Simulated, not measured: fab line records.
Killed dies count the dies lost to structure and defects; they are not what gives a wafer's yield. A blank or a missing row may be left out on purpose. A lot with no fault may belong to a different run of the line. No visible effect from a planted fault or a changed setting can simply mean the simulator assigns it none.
Problem report in the 8D (eight disciplines) form, filled by code -- flow sky130 -- the parts of the form that need people (team, actions taken, sign-off) are left out

== 1. THE ISSUE ==
Mean of primeTempC at SKY_PWDE_HMDS_01: 121.76 C across 9 wafers in 3 lots; on wafers with no fault it is 120.02 C (standard deviation 0.12). That puts it +14 standard deviations away from the usual mean.
The step: prime time 60 s.
The first sign was on wafer L629.1 at day 5 18:52, on lithoTrack-03. The record holds 39 wafers of 13 lots with a number at this step. The rule behind "out" and "out of limits": a value lying over 4 standard deviations away from the usual mean. The other wafers with a number count as sound.

== 2. WHAT IT IS, WHAT IT ISN'T ==
question,is,is not
which readings at this step,primeTempC,-
which lots,"L629, L630, L631","L619, L621, L622, L624, L634, L635, L636, L637, L640, L642"
which wafers of those lots,all that have a number,-
read on which tools,lithoTrack-03,"lithoTrack-02, lithoTrack-04"
when,from day 5 18:52,"up to then (12 sound wafers); but 18 sound wafers of L634, L635, L636, L637, L640, L642 came after"

== 3. THE SUSPECTS, EACH WITH WHAT RULES IT OUT ==
Counting: a tool at a process step up to the reading stays a suspect if it ran every lot that is out and no sound lot after the first of them.
- lithoTrack-03 at SKY_PWDE_HMDS_01 (prime time 60 s): kept. It processed each lot that is out, first L629 at day 5 18:52, and no sound lot thereafter; up to then, the last sound lot it processed was L622 at day 4 04:55. Out on those wafers are its own readings of primeTempC.
Remaining after the count: lithoTrack-03 at SKY_PWDE_HMDS_01.

== 4. THE CAUSE (what the simulator had put in) ==
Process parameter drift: lithoTrack-03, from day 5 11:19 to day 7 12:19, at SKY_PWDE_HMDS_01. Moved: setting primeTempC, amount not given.
After counting, this tool was the only one left.

== 5. THE CHAIN OF EFFECTS, in route order ==
Each row: a reading where the mean over the struck wafers with a number is more than 3 standard deviations away from the usual. Only readings for which the record gives a usual standard deviation are gone through. hours: the time from each lot's start at the first step in this table that gives one to its start at this step, as a median over the lots. sigmas: the change in usual standard deviations.
hours,step,reading,usual,on struck wafers,change,sigmas
0,SKY_PWDE_HMDS_01,primeTempC,120.02 C,121.76,+1.74,+14
Its process steps:
- SKY_PWDE_HMDS_01: prime time 60 s.

== 6. HOW IT WOULD HAVE BEEN CAUGHT EARLIER ==
In this record no reading fell out of limits until day 5 18:52, 8 hours after the fault had begun at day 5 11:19.
